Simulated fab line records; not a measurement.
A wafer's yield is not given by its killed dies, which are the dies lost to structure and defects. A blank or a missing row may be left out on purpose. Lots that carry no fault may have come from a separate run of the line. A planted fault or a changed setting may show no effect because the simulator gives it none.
A lot that was struck, set against a sound lot	flow sky130	17 out of 708 route steps
Sound: the wafers L570.2, L570.4, L570.5. Struck: wafer L574.1; the same lot's L574.6 was not struck, so it is left out; see the end for the cause.
For every step that has rows: the tool of each side, followed by ch and its chambers, followed by its first start. Under that, the readings that differ: sound wafers	struck wafers	difference of the means	sigmas: that difference in standard deviations of wafers without a fault.
alike: readings with means less than 2 such deviations apart, plus words and numbers identical on both sides. not compared: withheld readings, readings lacking a value on some wafer, bounds such as >300 that could conceal the same value, and numbers that have no deviation in the record and whose values overlap.
The two part at a step that has a row with sigmas, a row that says differs or no value, or rows on one side only. Numbers that don't overlap but have no deviation are shown without sigmas and don't part them. A reading that every wafer of one side lacks parts them only if that side has two wafers or more.

first, 3 steps without rows for these wafers: SKY_SONOS_ONO_WET_ETCH_18 (etches Si3N4 in H3PO4, target depth 15 nm, time 172 s); SKY_GATE_OXIDE_CLEAN_00 (cleans in SC1/SC2, time 150 s); SKY_GATE_OXIDE_OXIDATION_01 (stabilise 600 s, purge 300 s, target thk 10.268 nm).
SKY_GATE_OXIDE_THK_MEAS_02:
  sound on film_metro-01 at day 15 12:03; struck on film_metro-04 at day 16 23:08
  alike: GATE_OXIDE_OXIDATION_00_THK
then, 7 steps without rows for these wafers: SKY_GATE_OXIDE_DEHYDRATE_03 (time 60 s); SKY_GATE_OXIDE_HMDS_04 (prime time 60 s); SKY_GATE_OXIDE_COAT_05 (resist thk 1140 nm); SKY_GATE_OXIDE_SOFTBAKE_06 (time 60 s); SKY_GATE_OXIDE_EXPOSE_07 (exposes mask LVOM, target cd 600 nm); SKY_GATE_OXIDE_PEB_08; SKY_GATE_OXIDE_DEVELOP_09 (develop time 60 s).
SKY_GATE_OXIDE_OVL_MEAS_10:
  sound on overlay-01 at day 16 15:50; struck on overlay-01 at day 18 04:09
  alike: GATE_OXIDE_OVL
SKY_GATE_OXIDE_IMPLANT_11:
  sound on implanter-04 ch 0, day 16 15:54; struck on implanter-04 ch 0, day 18 04:11
reading	sound	struck	difference	sigmas
beam_energy_keV	10.004 10.002 10.005	9.997	-0.007	-2
then, 1 step without rows for these wafers: SKY_GATE_OXIDE_WET_ETCH_12 (etches SiO2 in dHF, target depth 16.8 nm, time 336 s).
SKY_GATE_OXIDE_STRIP_13: strips in O2/N2.
  sound on plasma_asher-01 ch 0,1, day 16 16:07; struck on plasma_asher-01 ch 0, day 18 04:28
  alike: drypump_motor_current_A, oes_product_au, strip_time_to_endpoint_s
  not compared: rf_hours_counter_h
SKY_GATE_OXIDE_TW_MEAS_14:
  sound on film_metro-01 at day 16 16:14; struck on film_metro-01 at day 18 04:47
reading	sound	struck	difference	sigmas
GATE_OXIDE_TW	226.6 226.2 226.1	216.1	-10.2	-6
  not compared: hold
-- record jumps: 31 days separate the struck wafers' starts on either side; left off in module GATE_OXIDE, taken up again in module PAD_OPEN, whose first shown step is the route's number 708 --
SKY_PAD_OPEN_PROBE_99:
  sound on prober-01 at day 47 22:26; struck on prober-01 at day 48 21:20
reading	sound	struck	difference	sigmas
model.etest.tip_p.rs_ohm_sq	6863 6947 6903	7112	+208	
model.etest.pfet_01v8.r_on_ohm_um	2939 2960 2984	3112	+151	
model.etest.tip_p.rs_ohm_sq_range	182.2 208.2 213	329.5	+128.4	
model.etest.tip_p.rs_ohm_sq_rim_less_centre	37.08 71.54 177.6	-133.1	-228.5	
model.etest.nfet_01v8_lvt.drive_ua_um	571.9 585 560.1	613.8	+41.5	
model.etest.nfet_01v8.drive_ua_um	499.5 507.1 483.9	537.9	+41.1	
model.etest.nfet_01v8_turned.drive_ua_um	497.1 507.1 487.9	531.5	+34.1	
model.etest.nfet_01v8_swapped.drive_ua_um	500.2 501.9 483.1	536.4	+41.3	
  alike: killed_at_M0_to_M3, killed_at_M4_up, killed_at_contacts, killed_at_front_end, killed_at_other, killed_dies, killed_open, killed_short
  not compared: hold

WHERE THEY PART
Last at SKY_GATE_OXIDE_TW_MEAS_14 as far as this record goes, first at SKY_GATE_OXIDE_IMPLANT_11. Later steps at which nothing parts them and some readings are alike: SKY_PAD_OPEN_PROBE_99.

WHY: whatever the simulator had introduced
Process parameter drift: implanter-04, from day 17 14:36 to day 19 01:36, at SKY_GATE_OXIDE_IMPLANT_11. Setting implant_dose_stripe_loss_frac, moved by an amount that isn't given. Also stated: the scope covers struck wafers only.
